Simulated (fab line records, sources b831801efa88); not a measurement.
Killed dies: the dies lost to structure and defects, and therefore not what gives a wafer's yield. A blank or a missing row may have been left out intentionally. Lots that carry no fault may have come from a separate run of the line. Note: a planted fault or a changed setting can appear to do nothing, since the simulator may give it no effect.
What tool caused it? || flow sky130 || route of 708 steps, sampled at 1 step: 12 lots, 36 wafers

WHAT EACH GAUGE READ, for each wafer
SKY_VIA4_THK_MEAS_01. Usual: VIA4_HDPCVD_THK typically reads 1757 nm, with standard deviation 26.
{"lot": "L349", "measured": "day 41 20:13", "on": "filmMetro-03", "VIA4_HDPCVD_THK (nm)": "1749 1736 1754", "flag": ""}
{"lot": "L351", "measured": "day 42 00:29", "on": "filmMetro-03", "VIA4_HDPCVD_THK (nm)": "1723 1740 1733", "flag": ""}
{"lot": "L352", "measured": "day 42 09:16", "on": "filmMetro-03", "VIA4_HDPCVD_THK (nm)": "1758 1774 1762", "flag": ""}
{"lot": "L353", "measured": "day 42 19:55", "on": "filmMetro-04", "VIA4_HDPCVD_THK (nm)": "1753 1709 1734", "flag": ""}
{"lot": "L355", "measured": "day 43 13:16", "on": "filmMetro-03", "VIA4_HDPCVD_THK (nm)": "1753 1740 1710", "flag": ""}
{"lot": "L360", "measured": "day 44 21:04", "on": "filmMetro-02", "VIA4_HDPCVD_THK (nm)": "1784 1760 1742", "flag": ""}
{"lot": "L359", "measured": "day 44 23:51", "on": "filmMetro-03", "VIA4_HDPCVD_THK (nm)": "1717 1748 1761", "flag": ""}
{"lot": "L358", "measured": "day 45 02:22", "on": "filmMetro-02", "VIA4_HDPCVD_THK (nm)": "1757 1812 1765", "flag": ""}
{"lot": "L361", "measured": "day 45 04:58", "on": "filmMetro-04", "VIA4_HDPCVD_THK (nm)": "1752 1763 1776", "flag": ""}
{"lot": "L362", "measured": "day 45 17:24", "on": "filmMetro-04", "VIA4_HDPCVD_THK (nm)": "1776 1800 1786", "flag": ""}
{"lot": "L363", "measured": "day 46 08:44", "on": "filmMetro-03", "VIA4_HDPCVD_THK (nm)": "1763 1762 1789", "flag": ""}
{"lot": "L365", "measured": "day 46 14:10", "on": "filmMetro-03", "VIA4_HDPCVD_THK (nm)": "1749 1782 1749", "flag": ""}

TOOL THAT RAN EACH LOT (tool first, then ch and the chambers of the sampled wafers, then the start)
No process step before these readings appears in the record.

AS READ BY THE TOOLS THEMSELVES (means over the sampled wafers that have a number; for cases with no such wafer, the mark the record gives instead)
The record holds no such reading with a usual standard deviation.

THE ANSWER, worked out from the rows above alone
Rule: a lot counts as off when the mean over its wafers that have a number is more than 3 standard deviations away from the usual mean. A lot without any number at a reading at which 4 lots or more have one is off too. Any other lot the step has rows for is counted as sound. After the gauges, taken in route order, come the tools' own readings; for these a lot's mean is taken, as printed above. At the first step where some lot is off, the reading lying furthest off is the one used; lots without a number count as furthest.
Nothing can be told from this: no lot is off at any reading shown.

WHAT THE SIMULATOR HAD INSERTED
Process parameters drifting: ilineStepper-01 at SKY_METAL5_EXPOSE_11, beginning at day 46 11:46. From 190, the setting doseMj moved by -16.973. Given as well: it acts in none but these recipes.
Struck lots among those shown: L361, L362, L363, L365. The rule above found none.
